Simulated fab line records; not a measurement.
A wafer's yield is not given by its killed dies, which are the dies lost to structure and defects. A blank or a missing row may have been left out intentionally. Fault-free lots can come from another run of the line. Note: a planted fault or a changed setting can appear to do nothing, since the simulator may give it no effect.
Struck lot and sound lot, side by side    flow gf180mcu    20 out of 602 route steps
Sound: wafers L518.1, L518.2, L518.4. Struck: wafers L535.1, L535.4, L535.5. The cause comes at the end.
Order at every step that has rows: each side's tool, ch and its chambers, its first start. Under that, the readings that differ: sound wafers    struck wafers    difference of the means    sigmas: that difference in standard deviations of wafers without a fault.
alike: words and numbers the same on both sides, and readings whose means are apart by under 2 such deviations; not compared: readings that were withheld, readings missing a value for some wafer, numbers with overlapping values and no deviation given by the record, and bounds like >300 which may hide the same value.
The two part at a step that has a row with sigmas, a row that says differs or no value, or rows on one side only. Non-overlapping numbers with no deviation appear without sigmas and do not part them. A reading missing from all wafers of one side parts the sides only when that side holds two or more wafers.

first, 3 steps without rows for these wafers: GF_LVPWELL_EXPOSE_04 (exposes mask LVPWELL, target cd 600 nm); GF_LVPWELL_PEB_05; GF_LVPWELL_DEVELOP_06 (develop time 60 s).
GF_LVPWELL_OVL_MEAS_07:
  struck on overlay-02, day 8 16:43; sound on overlay-02, day 4 11:17
  alike: LVPWELL_OVL
then, 2 steps without rows for these wafers: GF_LVPWELL_IMPLANT_08; GF_LVPWELL_IMPLANT_09.
GF_LVPWELL_STRIP_10: strips in O2/N2.
  sound on plasma_asher-03 ch 0,1, day 4 11:38; struck on plasma_asher-01 ch 0, day 8 17:02
  alike: drypump_motor_current_A, heater_power_w, oes_product_au, strip_time_to_endpoint_s
  not compared: rf_hours_counter_h
GF_LVPWELL_TW_MEAS_11:
  struck on film_metro-02, day 8 17:08; sound on film_metro-02, day 4 11:44
  alike: LVPWELL_TW
then, 4 steps without rows for these wafers: GF_MVSD_DEHYDRATE_00 (time 60 s); GF_MVSD_HMDS_01 (prime time 60 s); GF_MVSD_COAT_02 (resist thk 3000 nm); GF_MVSD_SOFTBAKE_03.
GF_MVSD_EXPOSE_04: exposes mask MVSD, target cd 1000 nm.
  sound on iline_stepper-02 ch 0, day 4 18:11; struck on iline_stepper-01 ch 0, day 9 02:16
reading  sound                 struck                   difference  sigmas
mask     MVSD#0 MVSD#0 MVSD#0  Nwell#0 Nwell#0 Nwell#0  differs     
then, 2 steps without rows for these wafers: GF_MVSD_PEB_05; GF_MVSD_DEVELOP_06 (develop time 60 s).
GF_MVSD_OVL_MEAS_07:
  struck on overlay-02, day 9 10:29; sound on overlay-02, day 5 00:47
reading        sound         struck  difference                     sigmas
MVSD_OVL (nm)  -2.1 0.6 0.1  - - -   no value on the struck wafers  
then, 2 steps without rows for these wafers: GF_MVSD_IMPLANT_08; GF_MVSD_IMPLANT_09.
GF_MVSD_STRIP_10: strips in O2/N2.
  sound on plasma_asher-02 ch 0,1, day 5 01:07; struck on plasma_asher-01 ch 0,1, day 9 10:49
reading                sound              struck             difference  sigmas
oes_product_au (a.u.)  0.729 0.724 0.728  0.720 0.719 0.716  -0.009      -2
  alike: drypump_motor_current_A, heater_power_w, strip_time_to_endpoint_s
  not compared: rf_hours_counter_h
GF_MVSD_TW_MEAS_11:
  struck on film_metro-03, day 9 11:09; sound on film_metro-01, day 5 01:13
reading  sound           struck    difference  sigmas
MVSD_TW  1571 1576 1573  30 30 30  -1543       -99 or more
  not compared: hold

## WHERE THEY PART
At GF_MVSD_EXPOSE_04 first; at GF_MVSD_TW_MEAS_11 last (within this record only).

WHY: whatever the simulator had introduced
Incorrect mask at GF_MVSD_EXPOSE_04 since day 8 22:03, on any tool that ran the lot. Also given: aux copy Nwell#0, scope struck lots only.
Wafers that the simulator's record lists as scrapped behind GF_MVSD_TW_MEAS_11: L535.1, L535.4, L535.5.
